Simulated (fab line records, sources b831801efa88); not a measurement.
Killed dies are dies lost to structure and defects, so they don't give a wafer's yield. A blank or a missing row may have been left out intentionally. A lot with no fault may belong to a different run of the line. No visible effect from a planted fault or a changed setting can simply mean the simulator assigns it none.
fab line records ; flow sky130
[record] lots = 12; wafers = 36; last_day = 51
route steps=708 shown FIELD_ISO@5 VT_ADJUST_LVTN@110 SONOS_ONO@183 LDD_N@254 PAD_OPEN@708
lots with no fault: from the same line, run without faults
start_h: start of the lot's first displayed wafer, in hours after the record's first day ; wait_h: hours from the lot's prior step to this one ; " unchanged from the row above ; L1.1+2: several wafers, shown together as one row ; - no value, or no start was given ; * or withheld: withheld ; < > ~ a bound
route shown NAME@n: NAME is a module with steps in the file, n the number in the route of the first one ; usual: mean/standard deviation taken from wafers without a fault ; same: alike in all rows ; chamber/n: place in a boat ; sites: each site's reading ; _std_site: standard deviation across them ; _edge_site: outer sites' mean less inner sites' ; radius_mm: for every site, how far away it sits from the centre of the wafer ; mask NAME#n: copy n ; behind: the tool/chamber that last shaped the wafer ; hold: cause of the lot's hold/its duration in hours/its outcome ; device: transistor that didn't switch, given as n, p or np ; end of line: the same wafers' tests at the end of the route ; a step without rows: its recipe alone ; killed: count of dies lost to structure and defects at first sort (not the wafer's yield) ; map: a wafer's dies, x killed, . not, _ none there
set.NAME: the run value of the setting; set.NAME@STEP: its run value at that earlier step ; model.NAME: the simulator's own value behind a step, which no gauge read
steps of the route over a sample of lots; a table a step, a row a wafer
services: from which hour (start_h, from the record's first day; less than 0 if before it) a tool's chamber was out of use, for how many hours, and why
[[steps]]
[step SKY_FIELD_ISO_THK_MEAS_04]
[recipe] reads = Si3N4_of_FIELD_ISO_CVD_03
[usual] FIELD_ISO_CVD_03_THK = 165.7/1.3
lot.wafer;tool;chamber;start_h;wait_h;FIELD_ISO_CVD_03_THK[nm]
L776.1;film_metro-03;-;14.32;0.0;162.1
L776.2;film_metro-03;-;14.32;0.0;163.2
L776.6;film_metro-03;-;14.32;0.0;164.2
L777.1;film_metro-02;-;18.73;0.0;165.3
L777.3;film_metro-02;-;18.73;0.0;165.5
L777.6;film_metro-02;-;18.73;0.0;165.4
L779.3;film_metro-02;-;30.73;0.0;166.8
L779.5;film_metro-02;-;30.73;0.0;167.6
L779.6;film_metro-02;-;30.73;0.0;169.0
L782.1;film_metro-02;-;43.48;0.0;164.7
L782.3;film_metro-02;-;43.48;0.0;164.0
L782.5;film_metro-02;-;43.48;0.0;166.4
L789.2;film_metro-02;-;79.23;0.0;165.8
L789.5;film_metro-02;-;79.23;0.0;166.9
L789.6;film_metro-02;-;79.23;0.0;164.1
L790.1;film_metro-01;-;83.56;0.0;164.2
L790.2;film_metro-01;-;83.56;0.0;165.5
L790.3;film_metro-01;-;83.56;0.0;164.5
L791.3;film_metro-02;-;88.55;0.0;165.0
L791.4;film_metro-02;-;88.55;0.0;163.9
L791.6;film_metro-02;-;88.55;0.0;164.3
L793.1;film_metro-02;-;98.48;0.0;164.1
L793.4;film_metro-02;-;98.48;0.0;164.0
L793.5;film_metro-02;-;98.48;0.0;165.3
L795.1;film_metro-02;-;109.86;0.0;164.0
L795.2;film_metro-02;-;109.86;0.0;165.0
L795.4;film_metro-02;-;109.86;0.0;164.2
L796.2;film_metro-01;-;113.91;0.0;166.9
L796.3;film_metro-01;-;113.91;0.0;166.7
L796.6;film_metro-01;-;113.91;0.0;166.5
L798.1;film_metro-01;-;124.31;0.0;167.4
L798.2;film_metro-01;-;124.31;0.0;165.2
L798.4;film_metro-01;-;124.31;0.0;166.2
L799.4;film_metro-03;-;128.69;0.0;166.4
L799.5;film_metro-03;-;128.69;0.0;165.7
L799.6;film_metro-03;-;128.69;0.0;166.7
[step SKY_VT_ADJUST_LVTN_COAT_13]
[recipe] resist = NOVOLAK; spin_rpm = 3000; resist_thk_nm = 1140
lot.wafer;tool;chamber;start_h;wait_h
L776.1+2+6;litho_track-01;0;168.74;0.1
L777.1+3+6;litho_track-03;0;175.34;0.1
L779.3+5+6;litho_track-02;0;189.47;0.1
L782.1+3+5;litho_track-03;0;214.44;0.1
L789.2+5+6;litho_track-03;0;252.06;0.1
L790.1+2+3;litho_track-03;0;255.39;0.1
L791.3+4+6;litho_track-01;0;262.69;0.1
L793.1+4+5;litho_track-01;0;275.19;0.1
L795.1+2+4;litho_track-01;0;288.49;0.1
L796.2+3+6;litho_track-01;0;290.71;0.1
L798.1+2+4;litho_track-02;0;301.42;0.1
L799.4+5+6;litho_track-02;0;310.89;0.1
[step SKY_VT_ADJUST_LVTN_STRIP_20]
[recipe] chemistry = O2/N2; power_w = 1400; pressure_mtorr = 1500; platen_temp_c = withheld; o2_flow_sccm = 3000; n2_flow_sccm = 300; overash_fraction = 0.5
[usual] drypump_motor_current_A = 5.32/0.2; oes_product_au = 0.715/0.0047; strip_time_to_endpoint_s = 14.19/0.042
lot.wafer;tool;chamber;start_h;wait_h;drypump_motor_current_A;oes_product_au;rf_hours_counter_h;strip_time_to_endpoint_s
L776.1;plasma_asher-01;0;180.98;0.1;5.11;0.708;6;14.22
L776.2;plasma_asher-01;1;180.98;0.1;5.28;0.714;6;14.19
L776.6;plasma_asher-01;1;180.98;0.1;5.28;0.719;-;14.22
L777.1;plasma_asher-01;0;187.40;0.1;5.14;0.719;7;14.18
L777.3;plasma_asher-01;1;187.40;0.1;5.30;0.716;-;14.20
L777.6;plasma_asher-01;1;187.40;0.1;5.30;0.717;-;14.23
L779.3;plasma_asher-02;1;201.96;0.1;5.94;0.719;-;14.17
L779.5;plasma_asher-02;1;201.96;0.1;5.93;0.711;-;14.21
L779.6;plasma_asher-02;0;201.96;0.1;5.69;0.720;-;14.11
L782.1;plasma_asher-03;1;225.85;0.1;5.24;0.708;43;14.17
L782.3;plasma_asher-03;1;225.85;0.1;5.27;0.717;-;14.19
L782.5;plasma_asher-03;0;225.85;0.1;5.30;0.713;-;14.19
L789.2;plasma_asher-01;0;263.77;0.1;5.10;0.716;14;13.42
L789.5;plasma_asher-01;0;263.77;0.1;5.12;0.714;-;13.42
L789.6;plasma_asher-01;1;263.77;0.1;5.30;0.718;-;13.42
L790.1;plasma_asher-03;0;267.00;0.1;5.31;0.720;47;13.42
L790.2;plasma_asher-03;1;267.00;0.1;5.24;0.712;47;13.43
L790.3;plasma_asher-03;1;267.00;0.1;5.26;0.714;-;13.42
L791.3;plasma_asher-01;0;274.81;0.1;5.10;0.714;-;14.20
L791.4;plasma_asher-01;1;274.81;0.1;5.29;0.715;-;14.22
L791.6;plasma_asher-01;0;274.81;0.1;5.10;0.718;-;14.17
L793.1;plasma_asher-03;0;287.48;0.1;5.31;0.715;49;14.27
L793.4;plasma_asher-03;0;287.48;0.1;5.31;0.717;-;14.24
L793.5;plasma_asher-03;0;287.48;0.1;5.32;0.719;-;14.24
L795.1;plasma_asher-02;1;301.00;0.1;5.92;0.711;61;14.23
L795.2;plasma_asher-02;0;301.00;0.1;5.67;0.714;61;14.19
L795.4;plasma_asher-02;1;301.00;0.1;5.95;0.711;-;14.23
L796.2;plasma_asher-03;0;303.07;0.1;5.34;0.725;50;14.23
L796.3;plasma_asher-03;1;303.07;0.1;5.25;0.720;-;14.19
L796.6;plasma_asher-03;1;303.07;0.1;5.26;0.728;-;14.27
L798.1;plasma_asher-01;0;313.92;0.1;5.12;0.712;19;14.11
L798.2;plasma_asher-01;1;313.92;0.1;5.30;0.715;19;14.12
L798.4;plasma_asher-01;0;313.92;0.1;5.11;0.709;-;14.08
L799.4;plasma_asher-02;1;323.61;0.1;5.94;0.714;-;14.19
L799.5;plasma_asher-02;0;323.61;0.1;5.68;0.711;-;14.21
L799.6;plasma_asher-02;1;323.61;0.1;5.91;0.719;-;14.20
[step SKY_SONOS_ONO_ETCH_15]
[recipe] target_depth_nm = 19.52; chemistry = CHF3/O2; source_w = 600; bias_w = 200; pressure_mtorr = 40; chf3_flow_sccm = 50; O2_flow_sccm = 5; time_s = 7.8
[usual] drypump_motor_current_A = 6.0/0.42; oes_product_au = 0.999/0.0094; throttle_valve_pct = 8.823/0.0095
lot.wafer;tool;chamber;start_h;wait_h;drypump_motor_current_A;oes_product_au;rf_hours_counter_h;throttle_valve_pct
L776.1;rie_diel-02;3;302.95;0.0;6.2;0.990;105;8.825
L776.2;rie_diel-02;0;302.95;0.0;6.0;1.006;10;8.837
L776.6;rie_diel-02;3;302.95;0.0;6.2;0.992;-;8.823
L777.1;rie_diel-02;3;307.90;0.0;6.2;0.980;105;8.813
L777.3;rie_diel-02;0;307.90;0.0;6.0;0.988;10;8.797
L777.6;rie_diel-02;2;307.90;0.0;6.6;0.998;-;8.824
L779.3;rie_diel-01;3;323.75;0.0;6.2;0.978;10;8.835
L779.5;rie_diel-01;3;323.75;0.0;6.2;0.984;-;8.822
L779.6;rie_diel-01;0;323.75;0.0;5.9;0.976;-;8.815
L782.1;rie_diel-03;2;355.65;0.0;5.0;1.006;107;8.826
L782.3;rie_diel-03;1;355.65;0.0;5.2;1.016;87;8.818
L782.5;rie_diel-03;2;355.65;0.0;5.0;1.003;-;8.817
L789.2;rie_diel-02;0;402.40;0.0;6.0;1.001;12;8.826
L789.5;rie_diel-02;1;402.40;0.0;5.4;1.003;-;8.826
L789.6;rie_diel-02;2;402.40;0.0;6.6;1.009;-;8.832
L790.1;rie_diel-01;1;402.49;0.0;6.1;1.005;3;8.808
L790.2;rie_diel-01;3;402.49;0.0;6.2;0.997;12;8.825
L790.3;rie_diel-01;0;402.49;0.0;5.9;1.000;2;8.819
L791.3;rie_diel-02;1;411.34;0.0;5.5;1.007;8;8.823
L791.4;rie_diel-02;3;411.34;0.0;6.2;1.000;107;8.821
L791.6;rie_diel-02;0;411.34;0.0;6.0;1.002;-;8.838
L793.1;rie_diel-02;2;425.19;0.0;6.6;1.005;14;8.829
L793.4;rie_diel-02;1;425.19;0.0;5.5;1.012;8;8.828
L793.5;rie_diel-02;2;425.19;0.0;6.6;0.998;-;8.818
L795.1;rie_diel-02;0;444.09;0.0;6.0;1.005;13;8.829
L795.2;rie_diel-02;2;444.09;0.0;6.6;1.009;14;8.827
L795.4;rie_diel-02;0;444.09;0.0;6.0;1.003;-;8.827
L796.2;rie_diel-03;3;447.14;0.0;6.0;1.003;87;8.837
L796.3;rie_diel-03;2;447.14;0.0;5.0;0.999;0;8.825
L796.6;rie_diel-03;3;447.14;0.0;6.0;0.997;-;8.834
L798.1;rie_diel-01;1;459.75;0.0;6.1;1.001;4;8.819
L798.2;rie_diel-01;0;459.75;0.0;5.9;0.992;3;8.823
L798.4;rie_diel-01;2;459.75;0.0;6.0;0.992;7;8.828
L799.4;rie_diel-01;2;470.94;0.0;6.0;1.010;7;8.823
L799.5;rie_diel-01;2;470.94;0.0;6.0;1.011;-;8.848
L799.6;rie_diel-01;3;470.94;0.0;6.2;0.984;-;8.812
[step SKY_LDD_N_TW_MEAS_17]
[usual] LDD_N_TW = 2552/14
lot.wafer;tool;chamber;start_h;wait_h;LDD_N_TW
L776.1;film_metro-03;-;423.92;0.1;2548
L776.2;film_metro-03;-;423.92;0.1;2550
L776.6;film_metro-03;-;423.92;0.1;2547
L777.1;film_metro-02;-;429.48;0.1;2549
L777.3;film_metro-02;-;429.48;0.1;2534
L777.6;film_metro-02;-;429.48;0.1;2550
L779.3;film_metro-03;-;447.85;0.1;2545
L779.5;film_metro-03;-;447.85;0.1;2558
L779.6;film_metro-03;-;447.85;0.1;2553
L782.1;film_metro-02;-;485.83;0.1;2553
L782.3;film_metro-02;-;485.83;0.1;2548
L782.5;film_metro-02;-;485.83;0.1;2541
L789.2;film_metro-03;-;533.74;0.1;2559
L789.5;film_metro-03;-;533.74;0.1;2568
L789.6;film_metro-03;-;533.74;0.1;2559
L790.1;film_metro-02;-;533.77;0.1;2528
L790.2;film_metro-02;-;533.77;0.1;2527
L790.3;film_metro-02;-;533.77;0.1;2526
L791.3;film_metro-03;-;540.79;0.1;2560
L791.4;film_metro-03;-;540.79;0.1;2561
L791.6;film_metro-03;-;540.79;0.1;2550
L793.1;film_metro-02;-;558.08;0.1;2549
L793.4;film_metro-02;-;558.08;0.1;2552
L793.5;film_metro-02;-;558.08;0.1;2534
L795.1;film_metro-03;-;574.13;0.1;2545
L795.2;film_metro-03;-;574.13;0.1;2540
L795.4;film_metro-03;-;574.13;0.1;2545
L796.2;film_metro-01;-;578.93;0.1;2564
L796.3;film_metro-01;-;578.93;0.1;2542
L796.6;film_metro-01;-;578.93;0.1;2565
L798.1;film_metro-03;-;588.53;0.1;2549
L798.2;film_metro-03;-;588.53;0.1;2552
L798.4;film_metro-03;-;588.53;0.1;2544
L799.4;film_metro-01;-;602.40;0.1;2578
L799.5;film_metro-01;-;602.40;0.1;2557
L799.6;film_metro-01;-;602.40;0.1;2579
[step SKY_PAD_OPEN_PROBE_99]
[usual] killed_at_M0_to_M3 = 42/6.7; killed_at_M4_up = 3.0/1.9; killed_at_contacts = 24/5.3; killed_at_front_end = 16/4.3; killed_at_other = 0.4/0.71; killed_dies = 85/9.6; killed_on_rim = 17/3.7; killed_open = 46/6.5; killed_short = 39/6.7
[same] gross_dies = 492; killed_at_back_side = 0
lot.wafer;tool;chamber;start_h;wait_h;killed_at_M0_to_M3;killed_at_M4_up;killed_at_contacts;killed_at_front_end;killed_at_other;killed_dies;killed_on_rim;killed_open;killed_short
L790.1;prober-01;-;1176.67;0.1;50;3;26;14;0;93;22;59;34
L790.2;prober-01;-;1176.72;0.1;52;4;26;8;0;90;19;53;37
L790.3;prober-01;-;1176.77;0.2;41;4;29;13;0;87;19;43;43
L789.2;prober-02;-;1178.59;0.1;24;1;27;14;0;66;12;33;33
L789.5;prober-02;-;1178.74;0.2;43;2;20;11;0;76;14;41;35
L789.6;prober-02;-;1178.79;0.2;41;1;13;22;0;77;15;36;41
L791.3;prober-01;-;1178.64;0.2;30;0;18;19;0;67;13;39;28
L791.4;prober-01;-;1178.69;0.2;34;1;21;13;1;70;12;39;30
L791.6;prober-01;-;1178.79;0.2;38;3;32;13;1;87;12;49;38
L793.1;prober-01;-;1185.68;0.1;42;5;28;15;0;90;15;52;38
L793.4;prober-01;-;1185.83;0.2;41;4;24;20;0;89;19;56;33
L793.5;prober-01;-;1185.88;0.2;43;2;19;21;0;85;18;53;29
L799.4;prober-01;-;1217.16;0.2;41;5;16;24;0;86;14;48;38
L799.5;prober-01;-;1217.21;0.2;44;1;24;22;1;92;17;50;41
L799.6;prober-01;-;1217.26;0.2;39;2;26;21;0;88;19;48;39
// killed by level:class
L790.1 CONTACT:geometric_particle:open=16 VIA1:geometric_particle:short=11 VIA1:geometric_particle:open=9 VIA2:geometric_particle:open=7 POLY_GATE:geometric_particle:open=6 VIA3:geometric_particle:open=6 LI_CONTACT:geometric_particle:open=4 METAL2:geometric_particle:short=4
L790.2 VIA1:geometric_particle:open=14 LI_CONTACT:geometric_particle:open=9 CONTACT:geometric_particle:open=9 VIA3:geometric_particle:open=9 METAL1:geometric_particle:short=8 METAL2:geometric_particle:short=8 VIA3:geometric_particle:short=5 LOCAL_INTERCONNECT:geometric_particle:short=3
L790.3 CONTACT:geometric_particle:open=9 LI_CONTACT:geometric_particle:open=7 METAL1:geometric_particle:short=7 VIA3:geometric_particle:open=7 LOCAL_INTERCONNECT:geometric_particle:short=6 VIA1:geometric_particle:open=6 CONTACT:geometric_particle:short=5 VIA2:geometric_particle:open=5
L789.2 LI_CONTACT:geometric_particle:open=9 LOCAL_INTERCONNECT:geometric_particle:short=6 VIA1:geometric_particle:open=6 CONTACT:geometric_particle:open=5 VIA3:geometric_particle:open=5 POLY_GATE:geometric_particle:short=4 CONTACT:geometric_particle:short=4 METAL1:geometric_particle:short=3
L791.3 METAL1:geometric_particle:short=7 POLY_GATE:geometric_particle:open=6 LI_CONTACT:geometric_particle:open=6 CONTACT:geometric_particle:open=6 VIA1:geometric_particle:short=5 VIA2:geometric_particle:open=5 FIELD_ISO:geometric_particle:open=4 LOCAL_INTERCONNECT:geometric_particle:short=3
L791.4 VIA1:geometric_particle:open=9 CONTACT:geometric_particle:open=6 CONTACT:geometric_particle:short=6 VIA1:geometric_particle:short=6 FIELD_ISO:geometric_particle:open=5 LI_CONTACT:geometric_particle:open=5 FIELD_ISO:geometric_particle:short=4 POLY_GATE:geometric_particle:open=4
L789.5 VIA3:geometric_particle:open=8 LI_CONTACT:geometric_particle:open=6 VIA2:geometric_particle:open=6 VIA1:geometric_particle:open=5 VIA2:geometric_particle:short=5 POLY_GATE:geometric_particle:short=4 CONTACT:geometric_particle:short=4 METAL1:geometric_particle:short=4
L789.6 POLY_GATE:geometric_particle:short=8 VIA1:geometric_particle:open=8 METAL1:geometric_particle:short=8 METAL2:geometric_particle:short=6 VIA2:geometric_particle:open=6 LI_CONTACT:geometric_particle:open=5 CONTACT:geometric_particle:open=4 FIELD_ISO:geometric_particle:open=3
L791.6 LI_CONTACT:geometric_particle:open=12 VIA1:geometric_particle:open=10 CONTACT:geometric_particle:open=8 VIA2:geometric_particle:open=7 LOCAL_INTERCONNECT:geometric_particle:short=6 METAL1:geometric_particle:short=5 POLY_GATE:geometric_particle:open=4 VIA1:geometric_particle:short=4
L793.1 CONTACT:geometric_particle:open=16 VIA3:geometric_particle:open=9 METAL2:geometric_particle:short=7 VIA1:geometric_particle:open=7 POLY_GATE:geometric_particle:open=5 VIA1:geometric_particle:short=5 CONTACT:geometric_particle:short=5 METAL1:geometric_particle:short=5
L793.4 VIA1:geometric_particle:open=14 FIELD_ISO:geometric_particle:open=9 LI_CONTACT:geometric_particle:open=7 CONTACT:geometric_particle:open=7 METAL2:geometric_particle:short=7 VIA3:geometric_particle:open=6 VIA2:geometric_particle:open=5 POLY_GATE:geometric_particle:open=4
L793.5 VIA1:geometric_particle:open=12 VIA3:geometric_particle:open=9 FIELD_ISO:geometric_particle:open=8 CONTACT:geometric_particle:open=7 VIA1:geometric_particle:short=6 POLY_GATE:geometric_particle:open=5 METAL3:geometric_particle:short=5 VIA2:geometric_particle:open=5
L799.4 VIA3:geometric_particle:open=9 FIELD_ISO:geometric_particle:open=8 FIELD_ISO:geometric_particle:short=7 CONTACT:geometric_particle:open=7 VIA1:geometric_particle:open=7 VIA2:geometric_particle:open=7 LI_CONTACT:geometric_particle:open=4 METAL2:geometric_particle:short=4
L799.5 CONTACT:geometric_particle:open=14 VIA1:geometric_particle:open=10 FIELD_ISO:geometric_particle:short=8 VIA3:geometric_particle:open=5 POLY_GATE:geometric_particle:open=5 CONTACT:geometric_particle:short=5 VIA1:geometric_particle:short=5 METAL2:geometric_particle:short=5
L799.6 VIA1:geometric_particle:open=12 CONTACT:geometric_particle:open=8 FIELD_ISO:geometric_particle:short=6 LI_CONTACT:geometric_particle:open=6 VIA2:geometric_particle:open=6 LOCAL_INTERCONNECT:geometric_particle:short=5 METAL1:geometric_particle:short=5 VIA3:geometric_particle:open=5
[[services]]
tool;chamber;start_h;hours;kind
rie_diel-01;2;166.13;-;clean
rie_diel-01;2;166.13;11.4;scheduled_down
rie_diel-01;2;166.13;11.4;vent_cycle
plasma_asher-01;-;170.90;0.9;repair
rie_diel-02;2;181.18;4.3;repair
plasma_asher-01;-;208.59;2.8;repair
rie_diel-02;-;220.53;2.8;pm
rie_diel-02;2;250.49;6.7;repair
rie_diel-01;1;260.85;-;clean
rie_diel-01;1;260.85;20.0;scheduled_down
rie_diel-01;1;260.85;20.0;vent_cycle
rie_diel-01;0;280.82;-;clean
rie_diel-03;0;301.65;7.0;repair
rie_diel-01;1;302.46;8.9;repair
rie_diel-01;-;306.02;0.6;repair
plasma_asher-01;-;346.35;14.6;pm
rie_diel-03;2;378.28;4.5;repair
plasma_asher-03;-;378.53;2.8;pm
plasma_asher-03;-;382.55;1.6;repair
plasma_asher-03;-;419.40;2.6;repair
rie_diel-02;3;427.98;-;clean
rie_diel-02;3;427.98;19.3;scheduled_down
rie_diel-02;3;427.98;19.3;vent_cycle
plasma_asher-03;-;467.60;10.3;repair
[[key]]
[first_sign] step = SKY_VT_ADJUST_LVTN_STRIP_20; reading = strip_time_to_endpoint_s; direction = down; sigmas = 18; usual = *; struck = *
effect none on later readings
met_at SKY_VT_ADJUST_LVTN_COAT_13
struck_lots L789,L790
tester_left_out L789,L790
not_acting_at SKY_FIELD_ISO_THK_MEAS_04,SKY_SONOS_ONO_ETCH_15,SKY_LDD_N_TW_MEAS_17
onset_between 214.44 252.06
[fault] kind = process_parameter_drift; tool = litho_track-03; chamber = -; onset_h = 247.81; steps = SKY_VT_ADJUST_LVTN_COAT_13; channel = resist_thk_nm; offset = -68.193; shape = step; end_h = 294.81; acts_in = these_recipes_only; stated = 1140
// tester_left_out: of these lots the tester's yield and bins aren't shown, on N5 and GAA mostly nor the transistor test; their killed dies are dies lost to structure and defects alone, not to doping, threshold or leakage, so they don't give the yield
